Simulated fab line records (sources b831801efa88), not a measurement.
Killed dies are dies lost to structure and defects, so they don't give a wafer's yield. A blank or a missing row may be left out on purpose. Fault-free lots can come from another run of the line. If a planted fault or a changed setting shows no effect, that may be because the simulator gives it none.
Problem report in the 8D (eight disciplines) form, filled by code :: flow gf180mcu :: the parts of the form that need people (team, actions taken, sign-off) are left out

1. THE PROBLEM
Mean of oes-product-au at GF_POLY_GATE_ETCH_13: 0.880 a.u. across 9 wafers in 3 lots; on wafers with no fault it is 0.995 a.u. (standard deviation 0.015). That puts it -7.7 standard deviations away from the usual mean.
The step: etches poly-Si in HBr/Cl2, stops on SiO2, target depth 198.5 nm, time 66.32 s.
Seen first at day 11 22:46 on rie-si-01, wafer L691.2. At this step, 39 wafers from 13 lots have a number in the record. Rule for "out" (also "out of limits"): further than 4 standard deviations from the usual mean. All remaining wafers that have a number are taken as sound.

2. WHAT IT IS, WHAT IT ISN'T
question: which readings at this step
is: oes-product-au
is not: drypump-motor-current-A

question: which lots
is: L691, L692, L693
is not: L682, L683, L684, L686, L688, L700, L702, L703, L704, L705

question: which wafers of those lots
is: all that have a number
is not: -

question: read on which tools
is: rie-si-01
is not: rie-si-02

question: when
is: from day 11 22:46
is not: up to then (15 sound wafers); but 15 sound wafers of L700, L702, L703, L704, L705 came after

3. SUSPECTS, AND WHAT RULES EACH OUT
Counting: a tool stays on the suspect list if, at a process step up to the reading, it processed all lots that are out and no sound lot following the first of them.
- rie-si-01 at GF_POLY_GATE_ETCH_13 (etches poly-Si in HBr/Cl2, stops on SiO2, target depth 198.5 nm, time 66.32 s): ruled out as a lasting fault. Sound lots L703, L704 ran on it after its first lot that is out, L691 (day 11 22:46).
Left after counting: nothing in the record.

4. THE CAUSE (what the simulator had put in)
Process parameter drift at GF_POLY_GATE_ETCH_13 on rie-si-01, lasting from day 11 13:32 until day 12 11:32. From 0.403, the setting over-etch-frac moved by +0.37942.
Counting ruled it out, wrongly.

5. THE CHAIN OF EFFECTS, in route order
Each row: a reading where the mean over the struck wafers with a number is more than 3 standard deviations away from the usual. Scope: only readings with a usual standard deviation given in the record; hours: median across lots of the time from each lot's start at the first step in this table that gives one to its start at this step; sigmas: change in usual standard deviations.
hours: 0
step: GF_POLY_GATE_ETCH_13
reading: oes-product-au
usual: 0.995 a.u.
on struck wafers: 0.880
change: -0.115
sigmas: -7.7
Process steps it contains:
- GF_POLY_GATE_ETCH_13: etches poly-Si in HBr/Cl2, stops on SiO2, target depth 198.5 nm, time 66.32 s.

6. WHAT WOULD HAVE CAUGHT IT SOONER
First out-of-limits reading in this record: day 11 22:46, which is 9 hours after fault onset at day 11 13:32.
